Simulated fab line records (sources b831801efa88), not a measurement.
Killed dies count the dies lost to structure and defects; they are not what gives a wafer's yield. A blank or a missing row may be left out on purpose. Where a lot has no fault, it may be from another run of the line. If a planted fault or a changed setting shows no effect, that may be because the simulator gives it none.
The tool behind it: which one? ; flow gf180mcu ; 39 wafers from 13 lots sampled at 6 of the route's 602 steps

== WHAT EACH GAUGE READ, for each wafer ==
GF_HV_LDD_TW_MEAS_11. Usual: HV_LDD_TW 2409, standard deviation 12.
lot;measured;on;HV_LDD_TW;flag
L698;day 10 16:39;film-metro-02;2398 2404 2404;
L699;day 10 19:27;film-metro-01;2418 2395 2403;
L701;day 11 11:40;film-metro-03;2411 2410 2416;
L702;day 11 19:58;film-metro-03;2418 2420 2417;
L705;day 12 18:27;film-metro-03;2421 2411 2411;
L706;day 13 02:50;film-metro-03;2412 2421 2417;
L707;day 13 13:28;film-metro-01;2416 2404 2406;
L709;day 14 00:35;film-metro-03;2405 2405 2408;
L715;day 15 17:53;film-metro-01;2397 2395 2393;
L716;day 16 05:29;film-metro-01;2401 2411 2405;
L717;day 16 08:13;film-metro-03;2409 2404 2407;
L718;day 16 16:43;film-metro-03;2400 2402 2406;
L719;day 16 22:46;film-metro-03;2409 2399 2406;

GF_HV_LDD_CD_MEAS_46: target cd 400 nm. Usual: 398.8 nm for cd-nm, sd 2.1.
lot;measured;on;cd-nm (nm);flag
L698;day 13 01:34;cd-sem-01;396.9 397.7 397.8;
L699;day 13 04:56;cd-sem-01;400.8 400.8 399.4;
L701;day 13 22:07;cd-sem-01;395.1 397.6 395.7;
L702;day 14 08:30;cd-sem-02;395.3 393.2 394.8;
L705;day 15 08:44;cd-sem-01;399.6 399.7 400.4;
L706;day 15 16:45;cd-sem-02;398.6 400.3 397.8;
L707;day 16 04:12;cd-sem-02;401.2 403.9 401.3;
L709;day 16 18:08;cd-sem-02;398.6 398.1 398.7;
L715;day 18 16:08;cd-sem-02;395.4 397.5 395.2;
L716;day 19 03:31;cd-sem-01;405.6 399.9 401.4;
L717;day 19 08:31;cd-sem-02;400.6 398.5 398.1;
L718;day 19 16:55;cd-sem-01;399.5 396.4 400.7;
L719;day 19 22:52;cd-sem-02;397.5 397.8 396.0;

GF_PSD_RS_MEAS_14: measurement is done with a four-point probe. Usual: NSD_RS 46.60 ohm/sq, standard deviation 0.083.
lot;measured;on;NSD_RS (ohm/sq);flag
L698;day 14 23:11;film-metro-04;46.55 46.54 46.58;
L699;day 15 02:03;film-metro-01;46.50 46.52 46.63;
L701;day 15 22:56;film-metro-04;46.62 46.73 46.59;
L702;day 16 08:33;film-metro-04;46.50 46.72 46.57;
L705;day 17 09:47;film-metro-04;47.90 47.94 47.95;OFF
L706;day 17 18:58;film-metro-02;46.57 46.58 46.57;
L707;day 18 06:28;film-metro-04;47.98 47.94 48.06;OFF
L709;day 18 21:04;film-metro-01;46.54 46.57 46.45;
L715;day 20 21:17;film-metro-04;46.87 46.78 46.74;
L716;day 21 07:53;film-metro-04;46.62 46.54 46.58;
L717;day 21 12:43;film-metro-01;46.48 46.63 46.55;
L718;day 21 21:20;film-metro-02;46.56 46.64 46.63;
L719;day 22 02:32;film-metro-04;46.62 46.66 46.69;

GF_PSD_RS_MEAS_15: measurement is done with a four-point probe. Usual: PSD_RS 108.6 ohm/sq, standard deviation 0.3.
lot;measured;on;PSD_RS (ohm/sq);flag
L698;day 14 23:18;film-metro-04;108.1 108.5 108.7;
L699;day 15 02:10;film-metro-01;108.5 108.5 108.5;
L701;day 15 23:03;film-metro-04;108.7 108.3 108.5;
L702;day 16 08:40;film-metro-04;108.6 108.8 108.6;
L705;day 17 09:54;film-metro-04;114.5 114.6 114.7;OFF
L706;day 17 19:05;film-metro-02;108.6 108.2 108.3;
L707;day 18 06:35;film-metro-04;115.5 115.4 115.6;OFF
L709;day 18 21:11;film-metro-01;108.4 108.2 108.1;
L715;day 20 21:24;film-metro-04;108.6 109.0 109.1;
L716;day 21 08:00;film-metro-04;108.5 108.6 108.5;
L717;day 21 12:50;film-metro-01;108.3 108.6 108.5;
L718;day 21 21:28;film-metro-02;108.2 108.4 108.4;
L719;day 22 02:39;film-metro-04;108.4 108.6 108.4;

GF_CONTACT_RS_MEAS_25: measurement is done with a four-point probe. Usual: CONTACT_W_RS 0.383 ohm/sq, standard deviation 0.0047.
lot;measured;on;CONTACT_W_RS (ohm/sq);flag
L698;day 16 21:44;film-metro-01;0.378 0.379 0.388;
L699;day 16 23:49;film-metro-01;0.379 0.392 0.385;
L701;day 18 00:08;film-metro-01;0.378 0.383 0.388;
L702;day 18 10:05;film-metro-01;0.384 0.385 0.384;
L705;day 19 12:16;film-metro-02;0.378 0.385 0.377;
L706;day 19 22:05;film-metro-01;0.385 0.386 0.380;
L707;day 20 09:25;film-metro-03;0.382 0.383 0.379;
L709;day 21 00:11;film-metro-02;0.379 0.377 0.376;
L715;day 22 22:49;film-metro-01;0.387 0.379 0.383;
L716;day 23 08:40;film-metro-01;0.381 0.376 0.374;
L717;day 23 13:54;film-metro-01;0.381 0.379 0.385;
L718;day 23 22:07;film-metro-03;0.384 0.384 0.382;
L719;day 24 02:49;film-metro-01;0.381 0.393 0.385;

== TOOL THAT RAN EACH LOT (tool first, then ch and the chambers of the sampled wafers, then the start) ==
lot;GF_PSD_RTA_13
L698;rtp-anneal-02 ch 0, day 14 23:05
L699;rtp-anneal-01 ch 0, day 15 01:55
L701;rtp-anneal-02 ch 0, day 15 22:50
L702;rtp-anneal-02 ch 0, day 16 08:28
L705;rtp-anneal-02 ch 0, day 17 09:41
L706;rtp-anneal-01 ch 0, day 17 18:53
L707;rtp-anneal-02 ch 0, day 18 06:23
L709;rtp-anneal-01 ch 0, day 18 20:59
L715;rtp-anneal-01 ch 0, day 20 21:11
L716;rtp-anneal-02 ch 0, day 21 07:47
L717;rtp-anneal-01 ch 0, day 21 12:37
L718;rtp-anneal-02 ch 0, day 21 21:15
L719;rtp-anneal-02 ch 0, day 22 02:26
- GF_PSD_RTA_13: time 20 s.

== WHAT THE TOOLS THEMSELVES READ (means of the sampled wafers that have a number; where no wafer has one, the mark that the record gives instead) ==
GF_PSD_RTA_13. Usual: lamp-power-pct 36.8 %, standard deviation 0.58; wafer_temp_C_max 1028.6, standard deviation 0.86.
lot;tool;lamp-power-pct (%);wafer_temp_C_max;flag
L698;rtp-anneal-02;36.5;1028.4;
L699;rtp-anneal-01;37.7;1028.2;
L701;rtp-anneal-02;36.5;1029.1;
L702;rtp-anneal-02;36.5;1029.4;
L705;rtp-anneal-02;35.6;1018.9;OFF
L706;rtp-anneal-01;37.7;1028.7;
L707;rtp-anneal-02;35.6;1018.6;OFF
L709;rtp-anneal-01;37.8;1028.9;
L715;rtp-anneal-01;37.7;1029.1;
L716;rtp-anneal-02;36.5;1028.9;
L717;rtp-anneal-01;37.8;1028.0;
L718;rtp-anneal-02;36.4;1028.6;
L719;rtp-anneal-02;36.5;1029.0;

== THE ANSWER, worked out from the rows above alone ==
Rule: lot off if the mean of its wafers having a number is beyond 3 standard deviations from the usual mean. A lot without any number at a reading at which 4 lots or more have one is off too. The other lots that the step has rows for count as sound. First the gauges in route order, then the tools' own readings, where a lot's mean is used as printed above. The first step at which some lot is off is used, and at that step the reading that is off furthest; a lot without a number counts as furthest.
Off: L705, L707, at GF_PSD_RS_MEAS_14 (NSD_RS).
If a tool, at a process step before that reading, ran all the lots that are off and no sound lot after the first of them, it fits. The gauges at GF_PSD_RS_MEAS_14 aren't tried: what is off there is off at GF_PSD_RTA_13 too, on other tools, and a gauge's error can't cause that. No candidate that was tried fits.

== WHAT THE SIMULATOR PUT IN ==
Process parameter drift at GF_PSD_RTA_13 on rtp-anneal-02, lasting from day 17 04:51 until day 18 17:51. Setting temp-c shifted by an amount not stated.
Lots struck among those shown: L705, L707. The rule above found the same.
